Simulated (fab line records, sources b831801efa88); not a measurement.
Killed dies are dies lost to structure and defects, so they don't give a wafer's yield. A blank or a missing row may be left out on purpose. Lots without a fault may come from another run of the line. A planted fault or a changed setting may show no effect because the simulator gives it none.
fab line records | flow gf180mcu
record lots=14 wafers=42 last_day=34
route steps=602 shown VT_IMPLANT@110 POLY_GATE@174 HV_LDD@197
lots that met no fault: from a run of the same line without faults
start_h: hours from the record's first day to the start of the lot's first wafer shown | wait_h: hours since the lot's step before | " the same as in the row above | L1.1+2: a row that stands for several wafers | - no value, or no start given | * or withheld: withheld | < > ~ a bound
route shown NAME@n: a module of which the file shows steps, and the number in the route of the first | usual: mean/standard deviation of fault-free wafers | same: alike in all rows | chamber/n: place in a boat | sites: the reading at each site | _std_site: their standard deviation | _edge_site: outer sites' mean less inner sites' | radius_mm: how far each site lies from the wafer's centre | mask NAME#n: copy n | behind: the tool/chamber that last shaped the wafer | hold: why the lot was held/for how many hours/how that ended | device: the transistor (n, p or np) that didn't switch | end of line: the same wafers' tests at the end of the route | a step without rows: its recipe alone | killed: dies lost to structure and defects at the first sort, not the wafer's yield | map: a wafer's dies, x killed, . not, _ none there
set.NAME: the setting as run; set.NAME@STEP: as run at that earlier step | model.NAME: the simulator's own value behind a step, which no gauge read
steps of the route over a sample of lots; a table a step, a row a wafer
services: from which hour (start_h, from the record's first day; less than 0 if before it) a tool's chamber was out of use, for how many hours, and why
## steps
# step GF_VT_IMPLANT_STRIP_20
# recipe chemistry=O2/N2 power_w=1400 pressure_mtorr=1500 platen_temp_c=250 o2_flow_sccm=3000 n2_flow_sccm=300 overash_fraction=0.5
# usual drypump_motor_current_A=5.5/0.56 heater_power_w=334/37 o2_flow_sccm=2997/8.6 oes_product_au=0.716/0.0042 strip_time_to_endpoint_s=12.64/0.036
# columns lot.wafer tool chamber start_h wait_h drypump_motor_current_A heater_power_w o2_flow_sccm oes_product_au rf_hours_counter_h strip_time_to_endpoint_s
L529.2 plasma_asher-02 1 128.77 0.1 4.7 372 2997 0.709 48 12.68
L529.3 " 0 " " 6.0 377 3003 0.722 - 12.68
L529.6 " 0 " " 6.0 370 3002 0.718 - 12.64
L531.2 plasma_asher-03 1 138.86 0.1 6.0 324 3002 0.717 46 12.59
L531.3 " 0 " " 6.0 302 3002 0.716 - 12.59
L531.6 " 0 " " 6.0 294 3004 0.709 - 12.62
L533.1 plasma_asher-02 0 152.29 0.2 6.0 390 2992 0.719 51 12.62
L533.3 " 0 " " 6.0 380 3009 0.718 - 12.62
L533.4 " 1 " " 4.7 370 2997 0.709 - 12.58
L534.1 plasma_asher-02 1 158.73 0.1 4.7 371 2995 0.705 52 12.58
L534.3 " 1 " " 4.7 363 2991 0.714 - 12.61
L534.6 " 0 " " 6.0 380 2992 0.711 - 12.62
L535.1 plasma_asher-02 0 170.17 0.1 6.0 371 3007 0.707 53 12.67
L535.3 " 1 " " 4.7 370 2998 0.715 - 12.66
L535.6 " 0 " " 6.0 380 3008 0.717 - 12.65
L536.2 plasma_asher-02 0 171.53 0.1 6.0 383 2989 0.721 53 12.72
L536.3 " 1 " " 4.7 356 3008 0.715 - 12.70
L536.6 " 1 " " 4.7 365 2993 0.716 - 12.68
L537.1 plasma_asher-03 0 178.72 0.1 5.9 304 3000 0.711 49 12.62
L537.3 " 0 " " 6.0 296 3008 0.715 - 12.60
L537.4 " 1 " " 5.9 328 3003 0.717 - 12.60
L538.4 plasma_asher-03 1 180.64 0.1 6.0 316 3003 0.722 - 12.69
L538.5 " 1 " " 5.9 331 2994 0.716 - 12.72
L538.6 " 0 " " 5.9 292 3000 0.719 - 12.68
L539.1 plasma_asher-03 1 188.13 0.1 6.0 328 3003 0.714 50 12.61
L539.2 " 0 " " 6.0 299 2998 0.714 50 12.58
L539.3 " 0 " " 6.0 300 3001 0.712 - 12.61
L540.3 plasma_asher-04 0 195.61 0.1 5.8 274 3005 0.709 - 12.66
L540.4 " 1 " " 4.8 328 2995 0.711 - 12.68
L540.6 " 0 " " 5.8 269 2987 0.718 - 12.65
L544.3 plasma_asher-02 0 221.00 0.1 6.0 387 2978 0.717 - 12.62
L544.4 " 1 " " 4.7 370 3004 0.715 - 12.57
L544.6 " 0 " " 6.0 372 2994 0.716 - 12.63
L547.1 plasma_asher-03 0 240.12 0.1 6.0 299 3013 0.717 55 12.67
L547.2 " 1 " " 6.0 327 3002 0.716 55 12.63
L547.4 " 1 " " 6.0 323 3004 0.720 - 12.61
L551.2 plasma_asher-04 1 264.33 0.1 4.8 330 2995 0.709 50 12.66
L551.3 " 0 " " 5.8 276 3008 0.713 - 12.61
L551.4 " 1 " " 4.9 327 2995 0.716 - 12.69
L552.3 plasma_asher-04 0 270.06 0.1 5.8 277 2999 0.723 - 12.60
L552.4 " 1 " " 4.9 331 3011 0.722 - 12.63
L552.5 " 1 " " 4.9 317 3010 0.713 - 12.61
# step GF_POLY_GATE_THK_MEAS_17
# recipe reads=SiO2_of_POLY_GATE_OXIDATION_16
# usual POLY_GATE_OXIDATION_THK=3.97/0.09
# columns lot.wafer tool chamber start_h wait_h POLY_GATE_OXIDATION_THK[nm]
L529.2 film_metro-03 - 204.11 0.0 3.92
L529.3 " - " " 4.01
L529.6 " - " " 4.01
L531.2 film_metro-01 - 212.77 0.0 3.93
L531.3 " - " " 3.86
L531.6 " - " " 3.75
L533.1 film_metro-01 - 227.33 0.0 3.98
L533.3 " - " " 3.94
L533.4 " - " " 3.98
L534.1 film_metro-02 - 235.59 0.0 3.94
L534.3 " - " " 4.03
L534.6 " - " " 3.89
L535.1 film_metro-03 - 248.58 0.0 3.88
L535.3 " - " " 3.90
L535.6 " - " " 4.01
L536.2 film_metro-02 - 248.59 0.0 4.14
L536.3 " - " " 4.13
L536.6 " - " " 4.11
L537.1 film_metro-02 - 255.63 0.0 3.99
L537.3 " - " " 4.04
L537.4 " - " " 4.00
L538.4 film_metro-02 - 257.79 0.0 4.18
L538.5 " - " " 4.15
L538.6 " - " " 4.07
L539.1 film_metro-02 - 267.75 0.0 3.86
L539.2 " - " " 3.88
L539.3 " - " " 3.90
L540.3 film_metro-02 - 275.85 0.0 3.99
L540.4 " - " " 4.01
L540.6 " - " " 4.01
L544.3 film_metro-01 - 305.51 0.0 3.85
L544.4 " - " " 3.82
L544.6 " - " " 3.81
L547.1 film_metro-03 - 325.97 0.0 3.90
L547.2 " - " " 3.88
L547.4 " - " " 4.00
L551.2 film_metro-02 - 360.77 0.0 4.04
L551.3 " - " " 4.03
L551.4 " - " " 3.98
L552.3 film_metro-02 - 362.26 0.0 4.02
L552.4 " - " " 3.99
L552.5 " - " " 4.07
# step GF_HV_LDD_IMPLANT_21
# recipe species=BF2 energy_kev=25 dose_cm2=5e+13 tilt_deg=7
# columns lot.wafer tool chamber start_h wait_h
L529.2+3+6 implanter-01 0 240.41 0.0
L531.2+3+6 implanter-02 0 247.10 0.0
L533.1+3+4 implanter-01 0 263.22 0.0
L534.1+3+6 implanter-02 0 271.48 0.0
L536.2+3+6 implanter-01 0 287.76 0.0
L535.1+3+6 implanter-01 0 288.04 0.0
L537.1+3+4 implanter-01 0 295.18 0.0
L538.4+5+6 implanter-01 0 297.11 0.1
L539.1+2+3 implanter-01 0 308.98 0.1
L540.3+4+6 implanter-02 0 316.63 0.1
L544.3+4+6 implanter-01 0 347.57 0.1
L544.3+4+6 implanter-01 0 347.89 0.3
L547.1+2+4 implanter-01 0 369.17 0.0
L547.1+2+4 implanter-01 0 369.48 0.3
L551.2+3+4 implanter-01 0 406.69 0.0
L551.2+3+4 implanter-01 0 407.01 0.3
L552.3+4+5 implanter-02 0 408.84 0.1
# step GF_HV_LDD_TW_MEAS_23
# usual HV_LDD_2_TW=1054/10
# columns lot.wafer tool chamber start_h wait_h HV_LDD_2_TW
L529.2 film_metro-01 - 240.65 0.1 1043
L529.3 " - " " 1052
L529.6 " - " " 1047
L531.2 film_metro-04 - 247.33 0.1 1069
L531.3 " - " " 1064
L531.6 " - " " 1061
L533.1 film_metro-01 - 263.47 0.1 1055
L533.3 " - " " 1050
L533.4 " - " " 1050
L534.1 film_metro-03 - 271.73 0.1 1047
L534.3 " - " " 1051
L534.6 " - " " 1049
L536.2 film_metro-04 - 288.00 0.1 1068
L536.3 " - " " 1066
L536.6 " - " " 1069
L535.1 film_metro-01 - 288.29 0.1 1051
L535.3 " - " " 1052
L535.6 " - " " 1045
L537.1 film_metro-03 - 295.43 0.1 1041
L537.3 " - " " 1043
L537.4 " - " " 1046
L538.4 film_metro-03 - 297.32 0.1 1046
L538.5 " - " " 1046
L538.6 " - " " 1044
L539.1 film_metro-01 - 309.23 0.1 1049
L539.2 " - " " 1044
L539.3 " - " " 1047
L540.3 film_metro-04 - 316.85 0.1 1065
L540.4 " - " " 1073
L540.6 " - " " 1064
L544.3 film_metro-03 - 348.11 0.1 1301
L544.4 " - " " 1302
L544.6 " - " " 1307
L547.1 film_metro-04 - 369.73 0.1 1335
L547.2 " - " " 1334
L547.4 " - " " 1329
L551.2 film_metro-01 - 407.24 0.1 1316
L551.3 " - " " 1308
L551.4 " - " " 1310
L552.3 film_metro-01 - 409.06 0.1 1056
L552.4 " - " " 1050
L552.5 " - " " 1046
# step GF_HV_LDD_OVL_MEAS_47
# usual HV_LDD_03_OVL=-0.4/1.5
# columns lot.wafer tool chamber start_h wait_h HV_LDD_03_OVL[nm]
L529.2 overlay-02 - 278.46 0.1 -0.7
L529.3 " - " " -0.8
L529.6 " - " " 0.9
L531.2 overlay-01 - 286.76 0.1 -0.9
L531.3 " - " " -2.5
L531.6 " - " " -3.9
L533.1 overlay-02 - 304.88 0.1 -0.1
L533.3 " - " " -0.2
L533.4 " - " " 0.4
L534.1 overlay-02 - 312.58 0.1 -0.1
L534.3 " - " " -2.4
L534.6 " - " " -1.4
L536.2 overlay-02 - 329.59 0.1 -2.6
L536.3 " - " " -1.4
L536.6 " - " " -0.7
L535.1 overlay-02 - 330.95 0.1 1.4
L535.3 " - " " 3.2
L535.6 " - " " 2.7
L537.1 overlay-02 - 337.29 0.1 1.2
L537.3 " - " " -2.2
L537.4 " - " " 2.6
L538.4 overlay-01 - 338.15 0.1 -1.4
L538.5 " - " " -1.5
L538.6 " - " " 0.0
L539.1 overlay-01 - 351.58 0.1 -0.4
L539.2 " - " " -0.3
L539.3 " - " " -2.2
L540.3 overlay-01 - 360.10 0.1 1.0
L540.4 " - " " 1.0
L540.6 " - " " -1.0
L544.3 overlay-01 - 392.41 0.1 -0.6
L544.4 " - " " 0.3
L544.6 " - " " -1.5
L547.1 overlay-01 - 415.55 0.1 0.0
L547.2 " - " " 1.8
L547.4 " - " " 0.4
L551.2 overlay-02 - 456.55 0.1 2.0
L551.3 " - " " 2.5
L551.4 " - " " 0.7
L552.3 overlay-01 - 458.78 0.1 -0.5
L552.4 " - " " 1.9
L552.5 " - " " 0.8
## services
# columns tool chamber start_h hours kind
implanter-02 - 134.95 3.7 repair
plasma_asher-03 - 151.70 11.2 pm
plasma_asher-04 - 170.53 2.8 repair
implanter-01 - 220.72 4.3 pm
plasma_asher-03 - 318.17 7.6 repair
plasma_asher-04 - 354.21 15.6 pm
implanter-01 - 363.25 0.7 repair
implanter-01 - 388.63 15.1 pm
plasma_asher-03 - 402.21 2.8 repair
## key
first_sign step=GF_HV_LDD_IMPLANT_21 reading=visit direction=added
effect step=GF_HV_LDD_TW_MEAS_23 reading=HV_LDD_2_TW direction=up sigmas=26 usual=1054 struck=1316
met_at GF_HV_LDD_IMPLANT_21
struck_lots L544,L547,L551
tester_left_out L544,L547,L551
not_acting_at GF_VT_IMPLANT_STRIP_20,GF_POLY_GATE_THK_MEAS_17,GF_HV_LDD_OVL_MEAS_47
fault kind=repeated_step_whole tool=implanter-01,implanter-02,implanter-03 chamber=- onset_h=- steps=GF_HV_LDD_IMPLANT_21 times=1 scope=struck_lots_only
# tester_left_out: of these lots the tester's yield and bins aren't shown, on N5 and GAA mostly nor the transistor test; their killed dies are dies lost to structure and defects alone, not to doping, threshold or leakage, so they don't give the yield
